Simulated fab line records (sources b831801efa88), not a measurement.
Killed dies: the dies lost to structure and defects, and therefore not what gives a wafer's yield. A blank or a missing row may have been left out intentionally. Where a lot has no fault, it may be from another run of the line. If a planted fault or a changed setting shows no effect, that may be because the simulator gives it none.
8D (eight disciplines) problem report, filled in by code -- flow sky130 -- the parts of the form that need people (team, actions taken, sign-off) are left out

== 1. THE PROBLEM ==
Across 6 wafers from 2 lots, VT_ADJUST_PCH_TW at SKY_VT_ADJUST_PCH_TW_MEAS_10 averages 149.6, while fault-free wafers read 142.8 with a standard deviation of 1.1. Relative to the usual mean, that is a shift of +6.2 standard deviations.
Seen first at day 16 01:51 on filmMetro-01, wafer L898.1. Wafers with a number at this step in the record: 36, from 12 lots. Rule for "out", or "out of limits": more than 4 standard deviations from the usual mean. The rest of the wafers with a number are treated as sound.

== 2. WHAT IT IS; WHAT IT IS NOT ==
question,is,is not
which readings at this step,VT_ADJUST_PCH_TW,-
which lots,"L898, L899","L882, L886, L887, L888, L889, L891, L894, L895, L897, L903"
which wafers of those lots,all that have a number,-
read on which gauges,"filmMetro-01, filmMetro-02",filmMetro-03
when,from day 16 01:51,up to then (27 sound wafers); but 3 sound wafers of L903 came after

== 3. THE SUSPECTS, EACH WITH WHAT RULES IT OUT ==
Counting: a tool stays on the suspect list if, at a process step up to the reading, it processed all lots that are out and no sound lot following the first of them.
- the gauge at SKY_VT_ADJUST_PCH_TW_MEAS_10 has been ruled out. Those wafers that are out were read across 2 gauges (filmMetro-01, filmMetro-02).
- plasmaAsher-01 at SKY_VT_ADJUST_HVTR_STRIP_10 (strips in O2/N2): ruled out as a lasting fault. The sound lots L903 went through it after L898, its earliest lot that is out (day 14 22:55).
- implanter-01 at SKY_VT_ADJUST_PCH_IMPLANT_08: kept. All lots that are out passed through it, beginning with L898 at day 16 01:36, and no sound lot followed; its final sound lot before that point was L895 at day 14 10:38. Its own beamOnS, endStationPressureTorr, faradayCurrentUA readings are out on those wafers.
Left after counting: implanter-01 at SKY_VT_ADJUST_PCH_IMPLANT_08.

== 4. THE CAUSE (what the simulator had put in) ==
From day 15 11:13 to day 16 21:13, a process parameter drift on implanter-01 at SKY_VT_ADJUST_PCH_IMPLANT_08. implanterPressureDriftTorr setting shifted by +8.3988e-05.
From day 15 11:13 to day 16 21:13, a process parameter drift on implanter-01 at SKY_VT_ADJUST_PCH_IMPLANT_08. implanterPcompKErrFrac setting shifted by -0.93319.
Counting left only this tool.

== 5. THE EFFECT CHAIN, in route order ==
Each row: a reading where the mean over the struck wafers with a number is more than 3 standard deviations away from the usual. Scope: only readings with a usual standard deviation given in the record; hours: median across lots of the time from each lot's start at the first step in this table that gives one to its start at this step; sigmas: change in usual standard deviations.
hours,step,reading,usual,on struck wafers,change,sigmas
0,SKY_VT_ADJUST_PCH_IMPLANT_08,beamOnS,9.98 s,11.91,+1.93,+9.2
0,SKY_VT_ADJUST_PCH_IMPLANT_08,endStationPressureTorr,4.98e-06 Torr,8.85e-05,+8.35e-05,+99 or more
0,SKY_VT_ADJUST_PCH_IMPLANT_08,faradayCurrentUA,2.83,2.37,-0.46,-8.0
0,SKY_VT_ADJUST_PCH_TW_MEAS_10,VT_ADJUST_PCH_TW,142.8,149.6,+6.8,+6.2
Process steps it contains:
- SKY_VT_ADJUST_PCH_IMPLANT_08
Later measuring or inspecting steps at which every struck wafer that the step has a row for has a number for every such reading, and none has moved that far: SKY_SONOS_ONO_THK_MEAS_03.

== 6. WHAT WOULD HAVE CAUGHT IT SOONER ==
The first out-of-limits reading at a measuring or inspecting step in this record came at day 16 01:51, 15 hours after the fault's start at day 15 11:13.
The tool's own readings at SKY_VT_ADJUST_PCH_IMPLANT_08 were out on every struck wafer that the step has a row for (beamOnS, endStationPressureTorr, faradayCurrentUA): an alarm limit on them would have fired on the first of those.
Of the lots that are out (2), L899 began SKY_VT_ADJUST_PCH_IMPLANT_08 on implanter-01 after day 16 01:51. Had the tool been put on hold then, it would have been spared.
